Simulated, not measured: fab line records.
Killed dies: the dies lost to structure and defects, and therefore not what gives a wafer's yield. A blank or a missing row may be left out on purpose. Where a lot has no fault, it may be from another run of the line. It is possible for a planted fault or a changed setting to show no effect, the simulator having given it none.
Which of the tools did it? / flow gf180mcu / Sampling: 11 lots, 33 wafers, 5 of 602 route steps

WHAT THE GAUGES READ, wafer by wafer
GF_POLY_GATE_THK_MEAS_01. Usual: POLY_GATE_CVD_00_THK 199.5 nm, standard deviation 1.7.
lot=L187; measured=day 9 03:54; on=film-metro-04; POLY_GATE_CVD_00_THK (nm)=203.0 202.3 201.7; flag=
lot=L188; measured=day 9 08:49; on=film-metro-04; POLY_GATE_CVD_00_THK (nm)=198.1 199.0 197.7; flag=
lot=L190; measured=day 9 19:10; on=film-metro-02; POLY_GATE_CVD_00_THK (nm)=198.2 198.7 198.8; flag=
lot=L192; measured=day 10 12:15; on=film-metro-04; POLY_GATE_CVD_00_THK (nm)=201.6 202.2 202.6; flag=
lot=L194; measured=day 11 00:42; on=film-metro-01; POLY_GATE_CVD_00_THK (nm)=198.8 200.1 199.9; flag=
lot=L197; measured=day 11 19:54; on=film-metro-02; POLY_GATE_CVD_00_THK (nm)=201.8 201.5 201.2; flag=
lot=L198; measured=day 12 03:10; on=film-metro-04; POLY_GATE_CVD_00_THK (nm)=201.5 200.7 199.5; flag=
lot=L199; measured=day 12 08:02; on=film-metro-02; POLY_GATE_CVD_00_THK (nm)=200.0 199.4 198.3; flag=
lot=L200; measured=day 12 16:04; on=film-metro-02; POLY_GATE_CVD_00_THK (nm)=138.6 138.7 138.8 138.5 138.8 138.8; flag=OFF
lot=L201; measured=day 13 01:38; on=film-metro-04; POLY_GATE_CVD_00_THK (nm)=142.7 141.5 142.2 142.8 141.4 142.2; flag=OFF
lot=L205; measured=day 14 03:39; on=film-metro-01; POLY_GATE_CVD_00_THK (nm)=199.7 197.6 198.3; flag=

GF_V1_THK_MEAS_03. Usual: V1_CVD_02_THK 850 nm, standard deviation 10.
lot=L187; measured=day 18 02:44; on=film-metro-01; V1_CVD_02_THK (nm)=829 852 848; flag=
lot=L188; measured=day 18 07:03; on=film-metro-01; V1_CVD_02_THK (nm)=835 848 853; flag=
lot=L190; measured=day 18 22:04; on=film-metro-04; V1_CVD_02_THK (nm)=843 848 869; flag=
lot=L192; measured=day 19 19:43; on=film-metro-01; V1_CVD_02_THK (nm)=842 859 858; flag=
lot=L194; measured=day 20 12:11; on=film-metro-01; V1_CVD_02_THK (nm)=833 849 855; flag=
lot=L197; measured=day 21 12:24; on=film-metro-04; V1_CVD_02_THK (nm)=845 841 850; flag=
lot=L198; measured=day 21 21:08; on=film-metro-04; V1_CVD_02_THK (nm)=843 861 855; flag=
lot=L199; measured=day 22 06:08; on=film-metro-01; V1_CVD_02_THK (nm)=842 844 852; flag=
lot=L200; measured=day 22 15:17; on=film-metro-04; V1_CVD_02_THK (nm)=852 853 861; flag=
lot=L201; measured=day 23 00:58; on=film-metro-03; V1_CVD_02_THK (nm)=835 846 853; flag=
lot=L205; measured=day 24 05:16; on=film-metro-01; V1_CVD_02_THK (nm)=842 864 855; flag=

TOOL THAT RAN EACH LOT (tool first, then ch and the chambers of the sampled wafers, then the start)
lot=L187; GF_POLY_GATE_CVD_00=lpcvd-01 ch 0, day 9 02:34; GF_POLY_GATE_ETCH_13=rie-si-02 ch 0,1,2, day 9 20:07; GF_SALICIDE_SPUTTER_03=pvd-sputter-04, day 16 00:38
lot=L188; GF_POLY_GATE_CVD_00=lpcvd-02 ch 1, day 9 07:28; GF_POLY_GATE_ETCH_13=rie-si-01 ch 1,2, day 10 01:54; GF_SALICIDE_SPUTTER_03=pvd-sputter-02, day 16 05:50
lot=L190; GF_POLY_GATE_CVD_00=lpcvd-02 ch 0, day 9 17:49; GF_POLY_GATE_ETCH_13=rie-si-01 ch 0,1, day 10 12:23; GF_SALICIDE_SPUTTER_03=pvd-sputter-03, day 16 19:00
lot=L192; GF_POLY_GATE_CVD_00=lpcvd-01 ch 0, day 10 10:55; GF_POLY_GATE_ETCH_13=rie-si-02 ch 0,1,3, day 11 06:08; GF_SALICIDE_SPUTTER_03=pvd-sputter-03, day 17 15:55
lot=L194; GF_POLY_GATE_CVD_00=lpcvd-02 ch 0, day 10 22:42; GF_POLY_GATE_ETCH_13=rie-si-01 ch 1,2,3, day 11 19:48; GF_SALICIDE_SPUTTER_03=pvd-sputter-03, day 18 07:36
lot=L197; GF_POLY_GATE_CVD_00=lpcvd-02 ch 0, day 11 18:34; GF_POLY_GATE_ETCH_13=rie-si-02 ch 1,2, day 12 14:59; GF_SALICIDE_SPUTTER_03=pvd-sputter-03, day 19 08:22
lot=L198; GF_POLY_GATE_CVD_00=lpcvd-01 ch 0, day 12 01:49; GF_POLY_GATE_ETCH_13=rie-si-02 ch 1,2,3, day 12 23:02; GF_SALICIDE_SPUTTER_03=pvd-sputter-03, day 19 18:48
lot=L199; GF_POLY_GATE_CVD_00=lpcvd-01 ch 1, day 12 06:42; GF_POLY_GATE_ETCH_13=rie-si-02 ch 1,2,3, day 13 04:05; GF_SALICIDE_SPUTTER_03=pvd-sputter-04, day 20 02:37
lot=L200; GF_POLY_GATE_CVD_00=lpcvd-02 ch 1, day 12 14:43; GF_POLY_GATE_ETCH_13=rie-si-01 ch 0,1,2, day 13 12:19; GF_SALICIDE_SPUTTER_03=pvd-sputter-02, day 20 12:32
lot=L201; GF_POLY_GATE_CVD_00=lpcvd-02 ch 1, day 13 00:18; GF_POLY_GATE_ETCH_13=rie-si-02 ch 2,3, day 13 22:02; GF_SALICIDE_SPUTTER_03=pvd-sputter-03, day 20 22:34
lot=L205; GF_POLY_GATE_CVD_00=lpcvd-01 ch 1, day 14 02:19; GF_POLY_GATE_ETCH_13=rie-si-01 ch 0,1,3, day 15 00:54; GF_SALICIDE_SPUTTER_03=pvd-sputter-02, day 22 04:05
- GF_POLY_GATE_CVD_00: deposits poly-Si, target thk 200 nm, time 1200 s.
- GF_POLY_GATE_ETCH_13: etches poly-Si in HBr/Cl2, stops on SiO2, target depth 198.5 nm, time 69.6 s.
- GF_SALICIDE_SPUTTER_03: material TiN, target thk 20 nm, time 16.7 s.

AS READ BY THE TOOLS THEMSELVES (means over the sampled wafers that have a number; for cases with no such wafer, the mark the record gives instead)
GF_POLY_GATE_CVD_00. Usual: pressure-mtorr reads 200.0 mTorr (standard deviation 0.45).
lot=L187; tool=lpcvd-01; pressure-mtorr (mTorr)=199.7; flag=
lot=L188; tool=lpcvd-02; pressure-mtorr (mTorr)=199.8; flag=
lot=L190; tool=lpcvd-02; pressure-mtorr (mTorr)=199.8; flag=
lot=L192; tool=lpcvd-01; pressure-mtorr (mTorr)=199.9; flag=
lot=L194; tool=lpcvd-02; pressure-mtorr (mTorr)=200.3; flag=
lot=L197; tool=lpcvd-02; pressure-mtorr (mTorr)=199.4; flag=
lot=L198; tool=lpcvd-01; pressure-mtorr (mTorr)=200.1; flag=
lot=L199; tool=lpcvd-01; pressure-mtorr (mTorr)=200.2; flag=
lot=L200; tool=lpcvd-02; pressure-mtorr (mTorr)=100.4; flag=OFF
lot=L201; tool=lpcvd-02; pressure-mtorr (mTorr)=99.6; flag=OFF
lot=L205; tool=lpcvd-01; pressure-mtorr (mTorr)=200.0; flag=

GF_POLY_GATE_ETCH_13. Usual: HBr_flow_sccm 150.0 sccm, standard deviation 0.43; chamber-pressure-mTorr 10.000 mTorr, standard deviation 0.0086; drypump-motor-current-A 5.63 A, standard deviation 0.25; he-backside-leak-sccm 2.62 sccm, standard deviation 0.28; oes-product-au 0.991 a.u., standard deviation 0.0069; throttle-valve-pct 33.683 %, standard deviation 0.0096.
lot=L187; tool=rie-si-02; HBr_flow_sccm (sccm)=149.5; chamber-pressure-mTorr (mTorr)=10.001; drypump-motor-current-A (A)=5.69; he-backside-leak-sccm (sccm)=2.90; oes-product-au (a.u.)=0.987; throttle-valve-pct (%)=33.673; flag=
lot=L188; tool=rie-si-01; HBr_flow_sccm (sccm)=150.2; chamber-pressure-mTorr (mTorr)=9.997; drypump-motor-current-A (A)=5.63; he-backside-leak-sccm (sccm)=2.58; oes-product-au (a.u.)=0.985; throttle-valve-pct (%)=33.687; flag=
lot=L190; tool=rie-si-01; HBr_flow_sccm (sccm)=150.6; chamber-pressure-mTorr (mTorr)=9.994; drypump-motor-current-A (A)=5.74; he-backside-leak-sccm (sccm)=2.59; oes-product-au (a.u.)=0.988; throttle-valve-pct (%)=33.671; flag=
lot=L192; tool=rie-si-02; HBr_flow_sccm (sccm)=150.2; chamber-pressure-mTorr (mTorr)=9.985; drypump-motor-current-A (A)=5.69; he-backside-leak-sccm (sccm)=2.80; oes-product-au (a.u.)=0.986; throttle-valve-pct (%)=33.695; flag=
lot=L194; tool=rie-si-01; HBr_flow_sccm (sccm)=149.8; chamber-pressure-mTorr (mTorr)=10.002; drypump-motor-current-A (A)=5.45; he-backside-leak-sccm (sccm)=2.37; oes-product-au (a.u.)=0.993; throttle-valve-pct (%)=33.687; flag=
lot=L197; tool=rie-si-02; HBr_flow_sccm (sccm)=149.7; chamber-pressure-mTorr (mTorr)=9.997; drypump-motor-current-A (A)=5.70; he-backside-leak-sccm (sccm)=2.63; oes-product-au (a.u.)=0.992; throttle-valve-pct (%)=33.681; flag=
lot=L198; tool=rie-si-02; HBr_flow_sccm (sccm)=150.1; chamber-pressure-mTorr (mTorr)=10.000; drypump-motor-current-A (A)=5.72; he-backside-leak-sccm (sccm)=2.53; oes-product-au (a.u.)=0.989; throttle-valve-pct (%)=33.686; flag=
lot=L199; tool=rie-si-02; HBr_flow_sccm (sccm)=150.2; chamber-pressure-mTorr (mTorr)=9.999; drypump-motor-current-A (A)=5.73; he-backside-leak-sccm (sccm)=2.51; oes-product-au (a.u.)=0.989; throttle-valve-pct (%)=33.683; flag=
lot=L200; tool=rie-si-01; HBr_flow_sccm (sccm)=149.9; chamber-pressure-mTorr (mTorr)=10.005; drypump-motor-current-A (A)=5.57; he-backside-leak-sccm (sccm)=2.65; oes-product-au (a.u.)=0.781; throttle-valve-pct (%)=33.678; flag=OFF
lot=L201; tool=rie-si-02; HBr_flow_sccm (sccm)=149.8; chamber-pressure-mTorr (mTorr)=10.004; drypump-motor-current-A (A)=5.88; he-backside-leak-sccm (sccm)=2.46; oes-product-au (a.u.)=0.795; throttle-valve-pct (%)=33.689; flag=OFF
lot=L205; tool=rie-si-01; HBr_flow_sccm (sccm)=150.0; chamber-pressure-mTorr (mTorr)=9.992; drypump-motor-current-A (A)=5.57; he-backside-leak-sccm (sccm)=2.54; oes-product-au (a.u.)=0.995; throttle-valve-pct (%)=33.675; flag=

GF_SALICIDE_SPUTTER_03. Usual: throttle-valve-pct reads 30.1 % (standard deviation 0.96).
lot=L187; tool=pvd-sputter-04; throttle-valve-pct (%)=28.5; flag=
lot=L188; tool=pvd-sputter-02; throttle-valve-pct (%)=30.4; flag=
lot=L190; tool=pvd-sputter-03; throttle-valve-pct (%)=29.9; flag=
lot=L192; tool=pvd-sputter-03; throttle-valve-pct (%)=30.0; flag=
lot=L194; tool=pvd-sputter-03; throttle-valve-pct (%)=30.0; flag=
lot=L197; tool=pvd-sputter-03; throttle-valve-pct (%)=30.3; flag=
lot=L198; tool=pvd-sputter-03; throttle-valve-pct (%)=29.9; flag=
lot=L199; tool=pvd-sputter-04; throttle-valve-pct (%)=29.9; flag=
lot=L200; tool=pvd-sputter-02; throttle-valve-pct (%)=30.9; flag=
lot=L201; tool=pvd-sputter-03; throttle-valve-pct (%)=30.4; flag=
lot=L205; tool=pvd-sputter-02; throttle-valve-pct (%)=30.4; flag=

THE ANSWER, worked out from the rows above alone
Rule: a lot counts as off when the mean over its wafers that have a number is more than 3 standard deviations away from the usual mean. A lot without any number at a reading at which 4 lots or more have one is off too. All remaining lots with rows at the step are treated as sound. After the gauges, taken in route order, come the tools' own readings; for these a lot's mean is taken, as printed above. At the first step where some lot is off, the reading lying furthest off is the one used; lots without a number count as furthest.
Off: at GF_POLY_GATE_THK_MEAS_01 (POLY_GATE_CVD_00_THK), L200, L201.
A tool fits if, at a process step before that reading, it ran every lot that is off, and no sound lot after the first of them. The gauges at GF_POLY_GATE_THK_MEAS_01 aren't tried: what is off there is off at GF_POLY_GATE_CVD_00 too, on other tools, and a gauge's error can't cause that. One candidate fits, namely lpcvd-02 at GF_POLY_GATE_CVD_00. Its last sound lot is L197 (day 11 18:34), its first lot that is off L200 (day 12 14:43): a fault that began between those two fits.
The tool's own readings at GF_POLY_GATE_CVD_00 bear it out: on the lots that are off they differ by more than 5 times the standard deviation of the sound lots' means. pressure-mtorr reads 100.0 mTorr there against 199.9 mTorr on the sound lots.

WHAT THE SIMULATOR HAD PUT IN
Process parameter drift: lpcvd-02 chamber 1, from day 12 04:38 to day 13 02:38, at GF_POLY_GATE_CVD_00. Setting pressure-mtorr, moved by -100, from 200. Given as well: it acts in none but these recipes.
Struck lots among those shown: L200, L201. The rule above found the same.
